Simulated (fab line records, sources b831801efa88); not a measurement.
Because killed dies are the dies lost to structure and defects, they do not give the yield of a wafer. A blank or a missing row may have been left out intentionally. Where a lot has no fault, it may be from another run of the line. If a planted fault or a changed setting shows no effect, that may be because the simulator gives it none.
Tool commonality check | flow sky130 | 39 wafers sampled across 13 lots

WHAT PROMPTED THE OPENING
Of 13 lots, 1 have the reading VT_ADJUST_LVTN_2_TW flagged at SKY_VT_ADJUST_LVTN_TW_MEAS_21. Wafers without a fault read 186.2, standard deviation 1.5.
Rule: flag the lot when none of its wafers has a number, or when each of its wafers that has one lies beyond 4 standard deviations from that mean. The rest of the lots are taken to be sound.

lot  | measured     | on            | VT_ADJUST_LVTN_2_TW, wafer by wafer | flag
L844 | day 7 13:00  | film-metro-02 | 186.2 187.3 186.4                   |
L845 | day 7 14:34  | film-metro-01 | 184.4 183.2 183.2                   |
L847 | day 8 23:15  | film-metro-02 | 188.0 188.7 189.5                   |
L848 | day 9 03:12  | film-metro-01 | 186.5 186.0 186.6                   |
L850 | day 9 11:25  | film-metro-04 | 186.5 185.8 186.4                   |
L849 | day 9 12:43  | film-metro-02 | 186.9 186.5 187.5                   |
L852 | day 10 01:54 | film-metro-02 | 187.8 188.6 188.2                   |
L854 | day 10 14:40 | film-metro-02 | 188.1 187.0 187.6                   |
L855 | day 10 19:17 | film-metro-01 | 185.5 186.4 184.2                   |
L858 | day 11 12:19 | film-metro-01 | 185.4 185.8 186.3                   |
L859 | day 11 16:52 | film-metro-04 | 186.3 185.9 185.1                   |
L860 | day 12 02:43 | film-metro-04 | 187.1 186.0 185.0                   |
L865 | day 13 23:43 | film-metro-01 | 29.4 29.4 29.5                      | FLAGGED
Averaged over the flagged lots the numbers come to 29.4, -156.8 from the usual (-99 or more standard deviations).

TOOL THAT RAN EACH LOT
The record holds 2 process steps before the reading, out of a route of 708 steps. Each cell gives the tool, then ch followed by the chambers the sampled wafers passed through, then the start.
lot  | flag    | SKY_VT_ADJUST_LVTN_STRIP_09          | SKY_VT_ADJUST_LVTN_STRIP_20
L844 |         | plasma-asher-02 ch 0,1, day 6 17:50  | plasma-asher-04 ch 0,1, day 7 12:53
L845 |         | plasma-asher-02 ch 0,1, day 6 19:08  | plasma-asher-04 ch 0,1, day 7 14:27
L847 |         | plasma-asher-04 ch 0,1, day 8 01:50  | plasma-asher-01 ch 0,1, day 8 23:09
L848 |         | plasma-asher-01 ch 0,1, day 8 06:29  | plasma-asher-02 ch 0, day 9 03:06
L850 |         | plasma-asher-04 ch 0,1, day 8 14:28  | plasma-asher-04 ch 0,1, day 9 11:18
L849 |         | plasma-asher-04 ch 0,1, day 8 16:20  | plasma-asher-02 ch 0,1, day 9 12:38
L852 |         | plasma-asher-02 ch 0,1, day 9 04:27  | plasma-asher-01 ch 0,1, day 10 01:48
L854 |         | plasma-asher-04 ch 0,1, day 9 16:14  | plasma-asher-04 ch 0,1, day 10 14:33
L855 |         | plasma-asher-04 ch 0,1, day 9 21:47  | plasma-asher-04 ch 0,1, day 10 19:11
L858 |         | plasma-asher-01 ch 0,1, day 10 14:15 | plasma-asher-04 ch 0,1, day 11 12:13
L859 |         | plasma-asher-02 ch 0,1, day 10 18:14 | plasma-asher-01 ch 0,1, day 11 16:45
L860 |         | plasma-asher-04 ch 0,1, day 11 03:15 | plasma-asher-02 ch 0,1, day 12 02:37
L865 | FLAGGED | plasma-asher-01 ch 0,1, day 12 22:46 | plasma-asher-04 ch 0,1, day 13 23:36
These steps, and what they do:
- SKY_VT_ADJUST_LVTN_STRIP_09: strips in O2/N2.
- SKY_VT_ADJUST_LVTN_STRIP_20: strips in O2/N2.
- SKY_VT_ADJUST_LVTN_TW_MEAS_21

FLAGGED AGAINST TOTAL, ONE TOOL AT A TIME (gauges that did the reading follow at the end)
step                          | tool            | lots run | flagged | share of the flagged lots | sound lots run after its first flagged lot
SKY_VT_ADJUST_LVTN_STRIP_09   | plasma-asher-01 | 3        | 1       | all                       | 0
SKY_VT_ADJUST_LVTN_STRIP_09   | plasma-asher-02 | 4        | 0       | none                      | -
SKY_VT_ADJUST_LVTN_STRIP_09   | plasma-asher-04 | 6        | 0       | none                      | -
SKY_VT_ADJUST_LVTN_STRIP_20   | plasma-asher-01 | 3        | 0       | none                      | -
SKY_VT_ADJUST_LVTN_STRIP_20   | plasma-asher-02 | 3        | 0       | none                      | -
SKY_VT_ADJUST_LVTN_STRIP_20   | plasma-asher-04 | 7        | 1       | all                       | 0
SKY_VT_ADJUST_LVTN_TW_MEAS_21 | film-metro-01   | 5        | 1       | all                       | 0
SKY_VT_ADJUST_LVTN_TW_MEAS_21 | film-metro-02   | 5        | 0       | none                      | -
SKY_VT_ADJUST_LVTN_TW_MEAS_21 | film-metro-04   | 3        | 0       | none                      | -

WHAT THE TABLE PERMITS
In the table, 3 rows ran each flagged lot (plasma-asher-01 at SKY_VT_ADJUST_LVTN_STRIP_09; plasma-asher-04 at SKY_VT_ADJUST_LVTN_STRIP_20; film-metro-01 at SKY_VT_ADJUST_LVTN_TW_MEAS_21).
- plasma-asher-01 at SKY_VT_ADJUST_LVTN_STRIP_09 ran 3 lots, 1 of them flagged. Last sound lot L858 at day 10 14:15, first flagged lot L865 at day 12 22:46; a fault beginning in between fits. Its own readings lie more than 4 standard deviations out on every wafer of the flagged lots: oes-product-au.
- plasma-asher-04 at SKY_VT_ADJUST_LVTN_STRIP_20 ran 7 lots, 1 of them flagged. Last sound lot L858 at day 11 12:13, first flagged lot L865 at day 13 23:36; a fault beginning in between fits. Its own readings lie more than 4 standard deviations out on every wafer of the flagged lots: strip-time-to-endpoint-s.
- film-metro-01 at SKY_VT_ADJUST_LVTN_TW_MEAS_21 ran 5 lots, 1 of them flagged. Last sound lot L858 at day 11 12:19, first flagged lot L865 at day 13 23:43; a fault beginning in between fits.
A lot count leaves these 3 tools indistinguishable: every one of them fits a fault beginning at some hour. More lots, or a look at what each step does to the wafer, might.

WHAT THE SIMULATOR HAD INSERTED
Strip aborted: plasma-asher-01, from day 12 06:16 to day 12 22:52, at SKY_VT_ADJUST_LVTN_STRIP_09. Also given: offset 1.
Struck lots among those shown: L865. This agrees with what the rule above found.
